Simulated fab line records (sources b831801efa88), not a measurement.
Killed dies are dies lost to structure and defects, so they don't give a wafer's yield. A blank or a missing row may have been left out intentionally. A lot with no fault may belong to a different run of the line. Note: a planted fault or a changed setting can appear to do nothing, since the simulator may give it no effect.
Chamber matching -- flow gf180mcu -- cmp-02 running GF_CONTACT_CMP_27: 4 sister chambers
The step polishes, stops on SiO2, t overpolish 15 s, target thk 0 nm. 14 wafers are shown with their chamber, then 7 later ones without.

== WAFERS WITH THEIR CHAMBER ==
wafer,chamber,motor-current-A (A),time-to-endpoint-s (s),head-pressure-psi (psi)
L873.1,0,11.2,82,3.507
L873.5,3,12.1,79,3.506
L873.6,2,10.2,72,3.510
L876.2,0,10.4,78,3.507
L876.3,1,9.8,79,3.491
L876.6,0,10.9,77,3.504
L879.1,2,10.2,71,3.501
L879.5,1,9.5,81,3.497
L879.6,0,10.9,76,3.487
L886.1,1,10.0,78,3.503
L886.3,2,9.9,70,3.506
L886.4,3,11.9,74,3.485
L895.1,0,10.8,82,3.502
L895.4,2,9.5,75,3.509

SIGNATURES, as means of the wafers listed above
reading,chamber 0,chamber 1,chamber 2,chamber 3,scatter within a chamber
motor-current-A,10.840,9.767,9.950,12.000,0.284
time-to-endpoint-s,79.00,79.33,72.00,76.50,2.51
head-pressure-psi,3.50140,3.49700,3.50650,3.49550,0.00787
Rule: for each reading, subtract the chamber's mean from the wafer's reading, divide by that reading's scatter and square the result; add these up over the readings and take the root, which gives the wafer's distance from the chamber. If the next closest chamber is less than 2 further off than the closest, the wafer can't be placed; otherwise it belongs to the closest. How the scatter is found: for the shown wafers, subtract from each reading the mean of its chamber, square and add these, divide the total by (wafers less chambers), then take the root.

== WAFERS WITH NO CHAMBER GIVEN ==
wafer,motor-current-A (A),time-to-endpoint-s (s),head-pressure-psi (psi)
L895.5,10.1,74,3.498
L894.2,9.5,72,3.503
L894.3,11.1,76,3.496
L894.6,10.9,74,3.501
L896.1,11.8,70,3.501
L896.4,11.1,70,3.492
L896.6,12.4,72,3.491

== EACH ONE'S CHAMBER ==
wafer,from the rows above,in truth
L895.5,can't be placed: 2 or 1 or 0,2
L894.2,can't be placed: 2 or 1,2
L894.3,can't be placed: 0 or 3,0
L894.6,can't be placed: 0 or 2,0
L896.1,3,3
L896.4,can't be placed: 0 or 3 or 2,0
L896.6,3,3
2 of 7 placed correctly. Unplaceable from these rows: 5, with the true chamber sitting among the candidates in 5. 0 placed wrongly.
